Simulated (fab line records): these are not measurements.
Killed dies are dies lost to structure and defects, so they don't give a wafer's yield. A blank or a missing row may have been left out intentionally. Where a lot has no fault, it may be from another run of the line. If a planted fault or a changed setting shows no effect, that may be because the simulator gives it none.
Which tool is to blame? ; flow gf180mcu ; 13 lots, 39 wafers sampled, at 3 steps of a route of 602

== WHAT THE GAUGES SHOWED, per wafer ==
GF_M3_THK_MEAS_06: measures by xrf. Usual: M3_ALCU_THK typically reads 451 nm, with standard deviation 5.
lot;measured;on;M3_ALCU_THK (nm);flag
L959;day 20 04:33;film_metro-03;452 451 450;
L960;day 20 12:25;film_metro-03;452 446 452;
L961;day 20 22:43;film_metro-01;445 451 448;
L963;day 21 16:49;film_metro-03;456 461 451;
L964;day 22 02:00;film_metro-03;453 458 450;
L965;day 22 14:16;film_metro-04;452 455 451;
L966;day 22 23:06;film_metro-01;440 437 438;
L972;day 25 07:10;film_metro-04;454 448 459;
L974;day 26 00:27;film_metro-01;447 440 441;
L977;day 27 00:19;film_metro-04;451 449 453;
L979;day 27 19:44;film_metro-04;459 458 457;
L980;day 27 19:19;film_metro-01;455 455 456;
L981;day 27 23:17;film_metro-03;452 444 445;

== WHAT TOOL EACH LOT RAN ON (gives the tool, then ch and the chambers of the sampled wafers, and finally the start) ==
lot;GF_STI_ETCH_14;GF_CONTACT_ETCH_17
L959;rie_si-01 ch 1,3, day 2 02:41;rie_diel-04 ch 0,1,2, day 20 04:33 or earlier
L960;rie_si-02 ch 0,2,3, day 2 06:36;rie_diel-02 ch 1,2,3, day 20 12:25 or earlier
L961;rie_si-02 ch 1,2,3, day 2 12:17;rie_diel-03 ch 0,1,3, day 20 22:43 or earlier
L963;rie_si-02 ch 0,2,3, day 2 22:48;rie_diel-02 ch 0,3, day 21 16:49 or earlier
L964;rie_si-01 ch 2, day 3 03:19;rie_diel-03 ch 2,3, day 22 02:00 or earlier
L965;rie_si-01 ch 0,2,3, day 3 08:20;rie_diel-02 ch 1,2,3, day 22 14:16 or earlier
L966;rie_si-02 ch 1,2, day 3 13:24;rie_diel-04 ch 2,3, day 22 23:06 or earlier
L972;rie_si-02 ch 1,2,3, day 4 21:18;rie_diel-04 ch 1,2, day 25 07:10 or earlier
L974;rie_si-01 ch 0,2,3, day 5 06:45;rie_diel-04 ch 0,2,3, day 26 00:27 or earlier
L977;rie_si-02 ch 0,2,3, day 5 22:53;rie_diel-03 ch 0,2,3, day 27 00:19 or earlier
L979;rie_si-02 ch 0,1,2, day 6 08:50;rie_diel-04 ch 0,1,3, day 27 19:44 or earlier
L980;rie_si-02 ch 0,2, day 6 14:36;rie_diel-03 ch 1,2,3, day 27 19:19 or earlier
L981;rie_si-02 ch 0,3, day 6 19:48;rie_diel-04 ch 2,3, day 27 23:17 or earlier
- GF_STI_ETCH_14: etches Si in HBr/Cl2/O2, target depth 360 nm, time 102.9 s.
- GF_CONTACT_ETCH_17: etches SiO2 in C4F8/O2/Ar, stops on CoSi2, target depth 860 nm.

== WHAT THE TOOLS THEMSELVES READ (means of the sampled wafers that have a number; where no wafer has one, the mark that the record gives instead) ==
GF_STI_ETCH_14. Usual: drypump_motor_current_A 5.9 A, standard deviation 0.35; oes_product_au 1.000 a.u., standard deviation 0.0065; run_length_s 131.4 s, standard deviation 0.7; throttle_valve_pct 25.657 %, standard deviation 0.011.
lot;tool;drypump_motor_current_A (A);oes_product_au (a.u.);run_length_s (s);throttle_valve_pct (%);flag
L959;rie_si-01;5.3;0.991;131.9;25.670;
L960;rie_si-02;6.0;1.000;131.3;25.660;
L961;rie_si-02;6.0;1.001;131.5;25.650;
L963;rie_si-02;6.0;1.003;131.5;25.656;
L964;rie_si-01;6.1;1.002;130.8;25.651;
L965;rie_si-01;5.7;0.995;131.0;25.667;
L966;rie_si-02;6.1;1.001;131.2;25.654;
L972;rie_si-02;6.0;1.003;131.6;25.652;
L974;rie_si-01;5.7;1.002;129.0;25.660;OFF
L977;rie_si-02;6.0;0.993;131.4;25.678;
L979;rie_si-02;6.2;1.001;131.5;25.655;
L980;rie_si-02;6.2;0.999;130.9;25.662;
L981;rie_si-02;5.9;0.997;132.0;25.657;

GF_CONTACT_ETCH_17. Usual: 0.814 a.u. for oes_product_au, sd 0.0049.
lot;tool;oes_product_au (a.u.);flag
L959;rie_diel-04;0.816;
L960;rie_diel-02;0.808;
L961;rie_diel-03;0.813;
L963;rie_diel-02;0.819;
L964;rie_diel-03;0.813;
L965;rie_diel-02;0.813;
L966;rie_diel-04;0.813;
L972;rie_diel-04;0.813;
L974;rie_diel-04;0.813;
L977;rie_diel-03;0.819;
L979;rie_diel-04;0.816;
L980;rie_diel-03;0.812;
L981;rie_diel-04;0.813;

== THE ANSWER, worked out from the rows above alone ==
Rule: take the mean of a lot's wafers that have a number; if it is more than 3 standard deviations from the usual mean, the lot is off. A lot without any number at a reading at which 4 lots or more have one is off too. Where the step has rows for the other lots, those lots are counted as sound. Order of review: gauges by route order, followed by the tools' own readings, for which a lot's mean as printed above is used. The first step at which some lot is off is used, and at that step the reading that is off furthest; a lot without a number counts as furthest.
Off: L974, at GF_STI_ETCH_14 (run_length_s).
If a tool, at that step or one of the process steps before it, ran each lot that is off and ran no sound lot following the first of them, it fits. One fits: GF_STI_ETCH_14 on rie_si-01. A fault onset in the window from L965 (day 3 08:20, its last sound lot) to L974 (day 5 06:45, its first lot off) fits.
On the lots that are off, the tool's own readings at GF_STI_ETCH_14 differ by more than 5 times the standard deviation of the sound lots' means, which bears it out; run_length_s reads 129.0 s there versus 131.4 s on the sound lots.

== WHAT WAS PUT IN BY THE SIMULATOR ==
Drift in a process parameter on rie_si-01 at GF_STI_ETCH_14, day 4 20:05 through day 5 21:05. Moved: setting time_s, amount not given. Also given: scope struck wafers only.
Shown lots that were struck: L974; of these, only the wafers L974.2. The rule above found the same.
